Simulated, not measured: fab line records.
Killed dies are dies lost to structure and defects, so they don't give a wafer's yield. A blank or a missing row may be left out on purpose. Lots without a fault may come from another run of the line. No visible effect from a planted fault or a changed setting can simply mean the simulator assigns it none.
Chamber matching || flow gf180mcu || GF_V5_CVD_02 on pecvd-03 has 3 sister chambers
The step deposits SiO2 from TEOS, target thk 1450 nm, time 163.28 s. 24 wafers are shown with their chamber, then 12 later ones without.

## WAFERS, EACH WITH ITS CHAMBER
{"wafer": "L075.1", "chamber": 2, "heater power w (W)": 625}
{"wafer": "L075.2", "chamber": 1, "heater power w (W)": 675}
{"wafer": "L075.4", "chamber": 2, "heater power w (W)": 678}
{"wafer": "L076.2", "chamber": 1, "heater power w (W)": 658}
{"wafer": "L076.3", "chamber": 0, "heater power w (W)": 580}
{"wafer": "L076.5", "chamber": 0, "heater power w (W)": 638}
{"wafer": "L077.3", "chamber": 2, "heater power w (W)": 675}
{"wafer": "L077.4", "chamber": 2, "heater power w (W)": 532}
{"wafer": "L077.6", "chamber": 1, "heater power w (W)": 572}
{"wafer": "L078.1", "chamber": 2, "heater power w (W)": 603}
{"wafer": "L078.2", "chamber": 0, "heater power w (W)": 629}
{"wafer": "L078.3", "chamber": 1, "heater power w (W)": 614}
{"wafer": "L078.4", "chamber": 0, "heater power w (W)": 690}
{"wafer": "L078.5", "chamber": 2, "heater power w (W)": 643}
{"wafer": "L078.6", "chamber": 1, "heater power w (W)": 702}
{"wafer": "L088.2", "chamber": 0, "heater power w (W)": 606}
{"wafer": "L088.3", "chamber": 1, "heater power w (W)": 713}
{"wafer": "L088.5", "chamber": 0, "heater power w (W)": 672}
{"wafer": "L093.1", "chamber": 1, "heater power w (W)": 709}
{"wafer": "L093.2", "chamber": 0, "heater power w (W)": 626}
{"wafer": "L093.3", "chamber": 2, "heater power w (W)": 638}
{"wafer": "L093.4", "chamber": 1, "heater power w (W)": 582}
{"wafer": "L093.5", "chamber": 2, "heater power w (W)": 547}
{"wafer": "L093.6", "chamber": 0, "heater power w (W)": 675}

SIGNATURES, as means of the wafers listed above
{"reading": "heater power w", "chamber 0": 639.50, "chamber 1": 653.12, "chamber 2": 617.62, "scatter within a chamber": 50.3}
Rule: for a wafer and a chamber, the distance is found by dividing, reading by reading, the gap between the wafer's reading and the chamber's mean by the reading's scatter, squaring, summing and taking the root. If the next closest chamber is less than 2 further off than the closest, the wafer can't be placed; otherwise it belongs to the closest. The scatter: the root of (the sum of the squares of (reading less its chamber's mean) over the shown wafers, divided by (wafers less chambers)).

## WAFERS MISSING THEIR CHAMBER
{"wafer": "L095.1", "heater power w (W)": 695}
{"wafer": "L095.2", "heater power w (W)": 621}
{"wafer": "L095.3", "heater power w (W)": 670}
{"wafer": "L095.4", "heater power w (W)": 527}
{"wafer": "L095.5", "heater power w (W)": 676}
{"wafer": "L095.6", "heater power w (W)": 568}
{"wafer": "L096.2", "heater power w (W)": 680}
{"wafer": "L096.4", "heater power w (W)": 558}
{"wafer": "L096.6", "heater power w (W)": 527}
{"wafer": "L097.1", "heater power w (W)": 564}
{"wafer": "L097.3", "heater power w (W)": 721}
{"wafer": "L097.4", "heater power w (W)": 687}

## EACH ONE'S CHAMBER
{"wafer": "L095.1", "from the rows above": "can't be placed: 1 or 0 or 2", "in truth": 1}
{"wafer": "L095.2", "from the rows above": "can't be placed: 2 or 0 or 1", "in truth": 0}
{"wafer": "L095.3", "from the rows above": "can't be placed: 1 or 0 or 2", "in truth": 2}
{"wafer": "L095.4", "from the rows above": "can't be placed: 2 or 0 or 1", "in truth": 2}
{"wafer": "L095.5", "from the rows above": "can't be placed: 1 or 0 or 2", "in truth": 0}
{"wafer": "L095.6", "from the rows above": "can't be placed: 2 or 0 or 1", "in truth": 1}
{"wafer": "L096.2", "from the rows above": "can't be placed: 1 or 0 or 2", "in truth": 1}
{"wafer": "L096.4", "from the rows above": "can't be placed: 2 or 0 or 1", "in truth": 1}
{"wafer": "L096.6", "from the rows above": "can't be placed: 2 or 0 or 1", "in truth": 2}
{"wafer": "L097.1", "from the rows above": "can't be placed: 2 or 0 or 1", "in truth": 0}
{"wafer": "L097.3", "from the rows above": "can't be placed: 1 or 0 or 2", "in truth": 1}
{"wafer": "L097.4", "from the rows above": "can't be placed: 1 or 0 or 2", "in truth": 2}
Correctly placed: 0 of 12. Can't be placed from these rows: 12 (the true chamber is among the candidates in 12). 0 placed wrongly.
